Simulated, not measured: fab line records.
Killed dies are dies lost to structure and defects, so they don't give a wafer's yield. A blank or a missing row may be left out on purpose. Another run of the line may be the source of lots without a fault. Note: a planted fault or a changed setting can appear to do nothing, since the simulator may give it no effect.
A lot that was struck, set against a sound lot || flow sky130 || 14 steps out of a route of 708
Sound: these wafers, L670.3, L670.4, L670.5. Wafers struck: L676.1, L676.3, L676.6. The cause is named last.
At each step with rows: each side's tool, then ch and its chambers, then its first start. Under that, the readings that differ: sound wafers || struck wafers || difference of the means || sigmas: that difference in standard deviations of wafers without a fault.
alike: readings whose means differ by less than 2 such deviations, and words and numbers that are the same on both sides. not compared: withheld readings, readings that some wafer has no value for, bounds like >300 that may hide the same value, and numbers for which the record gives no deviation and whose values overlap.
A row with sigmas, a row that says differs or no value, or rows on one side alone: a step with any of these is where the two part. Non-overlapping numbers with no deviation appear without sigmas and do not part them. Lack of a reading on every wafer of one side parts them only where that side has two or more wafers.

first, 5 steps without rows for these wafers: SKY_POLY_GATE_COAT_08 (resist thk 450 nm); SKY_POLY_GATE_SOFTBAKE_09 (time 90 s); SKY_POLY_GATE_EXPOSE_10 (exposes mask P1M, target cd 150 nm); SKY_POLY_GATE_PEB_11; SKY_POLY_GATE_DEVELOP_12 (develop time 60 s).
SKY_POLY_GATE_CD_MEAS_13: the cd target is 150 nm.
  sound: cd-sem-02 at day 15 15:05; struck: cd-sem-02 at day 17 10:44
  alike: cd-nm
SKY_POLY_GATE_OVL_MEAS_14:
  sound: overlay-01 at day 15 15:10; struck: overlay-02 at day 17 10:52
  alike: POLY_GATE_OVL
SKY_POLY_GATE_ETCH_15: etches BARC in N2/H2, stops on SiO2, time 118.5 s, target depth 110 nm.
  sound on rie-diel-01 ch 0,1,3, day 15 15:11; struck on rie-diel-03 ch 0,2, day 17 10:53
  alike: chamber-pressure-mTorr, drypump-motor-current-A, oes-product-au, throttle-valve-pct
  not compared: rf-hours-counter-h
SKY_POLY_GATE_ETCH_16: etches Si3N4 in CH3F/O2, stops on poly-Si, time 147.5 s, target depth 75 nm.
  sound on rie-diel-01 ch 0,1,3, day 15 15:17; struck on rie-diel-03 ch 0,2, day 17 10:59
  alike: chamber-pressure-mTorr, drypump-motor-current-A, oes-product-au, throttle-valve-pct
  not compared: rf-hours-counter-h
SKY_POLY_GATE_ETCH_17: etches poly-Si in HBr/Cl2, stops on SiO2, target depth 180 nm, time 70.5 s.
  sound on rie-si-01 ch 1,3, day 15 15:23; struck on rie-si-01 ch 0,2, day 17 11:04
{"reading": "drypump-motor-current-A (A)", "sound": "4.9 4.9 5.4", "struck": "5.9 5.9 5.9", "difference": "+0.8", "sigmas": "+2"}
  alike: chamber-pressure-mTorr, oes-product-au, throttle-valve-pct
  not compared: rf-hours-counter-h
SKY_POLY_GATE_STRIP_18: strips in O2/N2.
  sound on plasma-asher-02 ch 0,1, day 15 15:28; struck on plasma-asher-03 ch 0,1, day 17 11:08
  alike: chamber-pressure-mTorr, drypump-motor-current-A, oes-product-au, strip-time-to-endpoint-s
  not compared: rf-hours-counter-h
then, 1 step without rows for these wafers: SKY_POLY_GATE_CLEAN_19 (cleans in SC1/SC2, time 150 s).
SKY_POLY_GATE_OXIDATION_20: stabilise 600 s, purge 300 s, target thk 4 nm.
  sound on furnace-01 ch 0, day 15 15:38; struck on furnace-02, day 17 11:17
  no value came back on the struck wafers for ox-temp-c (C), ox-temp-c-max, ox-time-s (s), zone-power-lower-pct (%); on the sound wafers ox-temp-c (C) reads 850.0 849.8 850.1
SKY_POLY_GATE_CD_MEAS_22:
  sound: cd-sem-01 at day 15 17:00; struck: cd-sem-01 at day 17 12:35
  alike: cd-nm

## WHERE THEY PART
First at SKY_POLY_GATE_ETCH_17; last, within this record, at SKY_POLY_GATE_OXIDATION_20. Later steps at which nothing parts them and some readings are alike: SKY_POLY_GATE_CD_MEAS_22.

WHY: the cause the simulator had injected
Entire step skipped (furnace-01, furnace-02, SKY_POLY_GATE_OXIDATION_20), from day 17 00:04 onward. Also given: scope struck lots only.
